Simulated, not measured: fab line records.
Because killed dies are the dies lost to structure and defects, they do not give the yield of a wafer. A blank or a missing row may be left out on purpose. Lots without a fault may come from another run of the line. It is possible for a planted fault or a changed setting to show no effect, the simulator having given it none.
Comparing a struck lot with a sound one    flow sky130    15 steps out of a route of 708
Sound: wafers L692.1, L692.2, L692.4. Wafers struck: L703.3, L703.4, L703.6. The cause is given at the end.
Per side, at each step with rows, come the tool, then ch with its chambers, and then its first start. Under that, the readings that differ: sound wafers    struck wafers    difference of the means    sigmas: that difference in standard deviations of wafers without a fault.
alike: readings whose means differ by less than 2 such deviations, and words and numbers that are the same on both sides. not compared: withheld readings, readings that some wafer has no value for, bounds like >300 that may hide the same value, and numbers for which the record gives no deviation and whose values overlap.
The two part at a step that has a row with sigmas, a row that says differs or no value, or rows on one side only. Numbers that don't overlap but have no deviation are shown without sigmas and don't part them. Lack of a reading on every wafer of one side parts them only where that side has two or more wafers.

first, 7 steps without rows for these wafers: SKY_LDD_LDN_DEHYDRATE_00 (time 60 s); SKY_LDD_LDN_HMDS_01 (prime time 60 s); SKY_LDD_LDN_COAT_02 (resist thk 1140 nm); SKY_LDD_LDN_SOFTBAKE_03 (time 60 s); SKY_LDD_LDN_EXPOSE_04 (exposes mask LDNTM, target cd 700 nm); SKY_LDD_LDN_PEB_05; SKY_LDD_LDN_DEVELOP_06 (develop time 60 s).
SKY_LDD_LDN_OVL_MEAS_07:
  sound on overlay-01, day 24 02:48; struck on overlay-02, day 28 09:29
  alike: LDD_LDN_OVL
then, 4 steps without rows for these wafers: SKY_LDD_LDN_IMPLANT_08; SKY_LDD_LDN_IMPLANT_09; SKY_LDD_LDN_IMPLANT_10; SKY_LDD_LDN_IMPLANT_11.
SKY_LDD_LDN_STRIP_12: strips in O2/N2.
  sound on plasma asher-02 ch 0,1, day 24 03:26; struck on plasma asher-02 ch 0,1, day 28 10:08
  no value came back on the struck wafers for any of 5 readings (chamber pressure mTorr (mTorr), drypump motor current A (A) and others); on the sound wafers chamber pressure mTorr (mTorr) reads 1499.4 1500.0 1501.7
reading                                       sound  struck          difference  sigmas
model.NOVOLAK_of_LDD_LDN_COAT_02.thk nm (nm)  0 0 0  1134 1138 1141  +1138       
  not compared: rf hours counter h
SKY_LDD_LDN_TW_MEAS_13:
  sound on film metro-04, day 24 03:32; struck on film metro-02, day 28 10:13
  alike: LDD_LDN_TW
-- record jumps: 21 days separate the struck wafers' starts on either side; left off in module LDD_LDN, taken up again in module PAD_OPEN, whose first shown step is the route's number 708 --
SKY_PAD_OPEN_PROBE_99:
  record: rows for the struck wafers here (prober-02, day 49 08:59), none for the sound ones

## WHERE THEY PART
Last at SKY_PAD_OPEN_PROBE_99 as far as this record goes, first at SKY_LDD_LDN_STRIP_12.

WHY: what had been put in by the simulator
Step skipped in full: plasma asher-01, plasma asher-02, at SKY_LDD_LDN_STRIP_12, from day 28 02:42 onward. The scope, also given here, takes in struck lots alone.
